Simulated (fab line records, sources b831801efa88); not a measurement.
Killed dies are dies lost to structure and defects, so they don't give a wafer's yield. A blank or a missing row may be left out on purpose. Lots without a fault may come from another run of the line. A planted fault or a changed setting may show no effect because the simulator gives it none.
Which tool did it? | flow gf180mcu | 13 lots, 39 wafers sampled, at 4 steps of a route of 602

WHAT THE GAUGES READ, wafer by wafer
The record holds no reading of a measuring or inspecting step that can be judged against a usual standard deviation.

WHICH TOOL RAN EACH LOT (tool, then ch and the chambers of the sampled wafers, then the start)
lot  | GF_DNWELL_IMPLANT_07           | GF_VT_IMPLANT_STRIP_31               | GF_HV_LDD_RTA_52                 | GF_SAB_STRIP_13
L217 | implanter-02 ch 0, day 2 19:11 | plasma_asher-04 ch 0,1, day 6 22:11  | rtp_anneal-01 ch 0, day 12 10:02 | plasma_asher-01 ch 0,1, day 15 02:19
L219 | implanter-04 ch 0, day 3 05:46 | plasma_asher-02 ch 0,1, day 7 12:12  | rtp_anneal-02 ch 0, day 13 02:04 | plasma_asher-03 ch 0,1, day 15 21:23
L220 | implanter-02 ch 0, day 3 10:14 | plasma_asher-02 ch 0,1, day 7 15:25  | rtp_anneal-01 ch 0, day 13 05:26 | plasma_asher-04 ch 0,1, day 15 23:38
L221 | implanter-02 ch 0, day 3 19:04 | plasma_asher-02 ch 0,1, day 8 02:47  | rtp_anneal-01 ch 0, day 13 17:53 | plasma_asher-01 ch 0,1, day 16 15:14
L225 | implanter-02 ch 0, day 4 14:01 | plasma_asher-02 ch 0,1, day 9 01:59  | rtp_anneal-01 ch 0, day 15 00:44 | plasma_asher-04 ch 0,1, day 18 00:08
L226 | implanter-02 ch 0, day 4 17:05 | plasma_asher-03 ch 0,1, day 9 07:08  | rtp_anneal-02 ch 0, day 15 09:19 | plasma_asher-01 ch 0,1, day 18 09:40
L228 | implanter-02 ch 0, day 5 07:58 | plasma_asher-03 ch 0,1, day 10 01:08 | rtp_anneal-02 ch 0, day 16 04:43 | plasma_asher-03 ch 0,1, day 19 06:59
L229 | implanter-04 ch 0, day 5 12:02 | plasma_asher-02 ch 0,1, day 10 04:59 | rtp_anneal-01 ch 0, day 16 12:53 | plasma_asher-01 ch 0,1, day 19 15:50
L230 | implanter-02 ch 0, day 5 16:32 | plasma_asher-02 ch 0,1, day 10 10:34 | rtp_anneal-02 ch 0, day 16 18:39 | plasma_asher-03 ch 0, day 19 22:05
L231 | implanter-01 ch 0, day 5 20:40 | plasma_asher-03 ch 1, day 10 16:49   | rtp_anneal-02 ch 0, day 17 01:38 | plasma_asher-03 ch 0,1, day 20 05:32
L234 | implanter-01 ch 0, day 6 12:17 | plasma_asher-02 ch 0,1, day 11 11:55 | rtp_anneal-02 ch 0, day 17 23:18 | plasma_asher-03 ch 0,1, day 21 04:02
L237 | implanter-01 ch 0, day 7 06:01 | plasma_asher-03 ch 0,1, day 12 10:53 | rtp_anneal-01 ch 0, day 19 04:02 | plasma_asher-04 ch 0,1, day 22 07:29
L240 | implanter-01 ch 0, day 7 19:46 | plasma_asher-04 ch 0,1, day 13 01:32 | rtp_anneal-01 ch 0, day 19 23:21 | plasma_asher-04 ch 0,1, day 23 01:59
- GF_DNWELL_IMPLANT_07
- GF_VT_IMPLANT_STRIP_31: strips in O2/N2.
- GF_HV_LDD_RTA_52: time 10 s.
- GF_SAB_STRIP_13: strips in O2/N2.

WHAT THE TOOLS THEMSELVES READ (means of the sampled wafers that have a number; where no wafer has one, the mark that the record gives instead)
GF_DNWELL_IMPLANT_07. Usual: beam_energy_keV 1499.9, standard deviation 0.44.
lot  | tool         | beam_energy_keV | flag
L217 | implanter-02 | 1499.7          |
L219 | implanter-04 | 1499.7          |
L220 | implanter-02 | 1500.3          |
L221 | implanter-02 | 1500.1          |
L225 | implanter-02 | 1500.3          |
L226 | implanter-02 | 1359.4          | OFF
L228 | implanter-02 | 1358.9          | OFF
L229 | implanter-04 | 1499.5          |
L230 | implanter-02 | 1358.4          | OFF
L231 | implanter-01 | 1499.8          |
L234 | implanter-01 | 1500.1          |
L237 | implanter-01 | 1499.8          |
L240 | implanter-01 | 1500.0          |

GF_VT_IMPLANT_STRIP_31. Usual: drypump_motor_current_A 5.74 A, standard deviation 0.27; heater_power_w 363 W, standard deviation 21; oes_product_au 0.715 a.u., standard deviation 0.0047; strip_time_to_endpoint_s 12.63 s, standard deviation 0.034.
lot  | tool            | drypump_motor_current_A (A) | heater_power_w (W) | oes_product_au (a.u.) | strip_time_to_endpoint_s (s) | flag
L217 | plasma_asher-04 | 5.63                        | 375                | 0.717                 | 12.59                        |
L219 | plasma_asher-02 | 5.83                        | 343                | 0.716                 | 12.58                        |
L220 | plasma_asher-02 | 5.63                        | 349                | 0.717                 | 12.59                        |
L221 | plasma_asher-02 | 5.85                        | 347                | 0.715                 | 12.60                        |
L225 | plasma_asher-02 | 5.61                        | 353                | 0.717                 | 12.67                        |
L226 | plasma_asher-03 | 5.78                        | 369                | 0.714                 | 12.63                        |
L228 | plasma_asher-03 | 5.75                        | 365                | 0.714                 | 12.62                        |
L229 | plasma_asher-02 | 5.84                        | 351                | 0.713                 | 12.58                        |
L230 | plasma_asher-02 | 5.62                        | 355                | 0.717                 | 12.64                        |
L231 | plasma_asher-03 | 6.07                        | 363                | 0.717                 | 12.69                        |
L234 | plasma_asher-02 | 5.64                        | 359                | 0.718                 | 12.64                        |
L237 | plasma_asher-03 | 5.73                        | 358                | 0.719                 | 12.57                        |
L240 | plasma_asher-04 | 5.63                        | 379                | 0.713                 | 12.62                        |

GF_HV_LDD_RTA_52. Usual: anneal_temp_c_max 1004.9, standard deviation 1.5; lamp_power_pct 35.9 %, standard deviation 0.61; wafer_temp_C_max 1003.6, standard deviation 0.78.
lot  | tool          | anneal_temp_c_max | lamp_power_pct (%) | wafer_temp_C_max | flag
L217 | rtp_anneal-01 | 1003.7            | 36.4               | 1003.2           |
L219 | rtp_anneal-02 | 1006.2            | 35.1               | 1003.1           |
L220 | rtp_anneal-01 | 1003.3            | 36.4               | 1003.4           |
L221 | rtp_anneal-01 | 1004.7            | 36.4               | 1003.9           |
L225 | rtp_anneal-01 | 1003.8            | 36.4               | 1003.8           |
L226 | rtp_anneal-02 | 1006.1            | 35.1               | 1003.8           |
L228 | rtp_anneal-02 | 1006.1            | 35.1               | 1004.1           |
L229 | rtp_anneal-01 | 1004.5            | 36.4               | 1003.4           |
L230 | rtp_anneal-02 | 1006.3            | 35.2               | 1003.4           |
L231 | rtp_anneal-02 | 1007.3            | 35.2               | 1003.0           |
L234 | rtp_anneal-02 | 1007.4            | 35.1               | 1003.7           |
L237 | rtp_anneal-01 | 1004.1            | 36.4               | 1003.8           |
L240 | rtp_anneal-01 | 1003.4            | 36.4               | 1003.5           |

GF_SAB_STRIP_13. Usual: drypump_motor_current_A 5.63 A, standard deviation 0.3; heater_power_w 361 W, standard deviation 25; oes_product_au 0.710 a.u., standard deviation 0.0044; strip_time_to_endpoint_s 12.61 s, standard deviation 0.036.
lot  | tool            | drypump_motor_current_A (A) | heater_power_w (W) | oes_product_au (a.u.) | strip_time_to_endpoint_s (s) | flag
L217 | plasma_asher-01 | 5.30                        | 340                | 0.709                 | 12.63                        |
L219 | plasma_asher-03 | 5.92                        | 362                | 0.710                 | 12.63                        |
L220 | plasma_asher-04 | 5.64                        | 378                | 0.709                 | 12.62                        |
L221 | plasma_asher-01 | 5.30                        | 339                | 0.712                 | 12.63                        |
L225 | plasma_asher-04 | 5.66                        | 389                | 0.709                 | 12.64                        |
L226 | plasma_asher-01 | 5.52                        | 342                | 0.707                 | 12.60                        |
L228 | plasma_asher-03 | 5.75                        | 362                | 0.711                 | 12.58                        |
L229 | plasma_asher-01 | 5.51                        | 336                | 0.720                 | 12.57                        |
L230 | plasma_asher-03 | 5.56                        | 361                | 0.711                 | 12.56                        |
L231 | plasma_asher-03 | 5.93                        | 364                | 0.709                 | 12.62                        |
L234 | plasma_asher-03 | 5.92                        | 356                | 0.710                 | 12.59                        |
L237 | plasma_asher-04 | 5.67                        | 396                | 0.710                 | 12.58                        |
L240 | plasma_asher-04 | 5.67                        | 390                | 0.710                 | 12.59                        |

THE ANSWER, worked out from the rows above alone
Rule: a lot is off if the mean of its wafers that have a number lies more than 3 standard deviations from the usual mean. A lot without any number at a reading at which 4 lots or more have one is off too. The other lots that the step has rows for count as sound. The gauges are gone through in route order, then the tools' own readings, and for those a lot's mean is taken as printed above. The first step at which some lot is off is used, and at that step the reading that is off furthest; a lot without a number counts as furthest.
Off: L226, L228, L230, at GF_DNWELL_IMPLANT_07 (beam_energy_keV).
A tool fits if, at that step or a process step before it, it ran every lot that is off, and no sound lot after the first of them. One fits: implanter-02 at GF_DNWELL_IMPLANT_07. Its last sound lot is L225 (day 4 14:01), its first lot that is off L226 (day 4 17:05): a fault that began between those two fits.
The tool's own readings at GF_DNWELL_IMPLANT_07 bear it out: on the lots that are off they differ by more than 5 times the standard deviation of the sound lots' means. beam_energy_keV reads 1358.9 there against 1499.9 on the sound lots.

WHAT THE SIMULATOR HAD PUT IN
Process parameter drift: implanter-02, from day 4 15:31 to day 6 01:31, at GF_DNWELL_IMPLANT_07. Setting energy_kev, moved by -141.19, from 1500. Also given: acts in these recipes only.
Lots struck among those shown: L226, L228, L230. The rule above found the same.
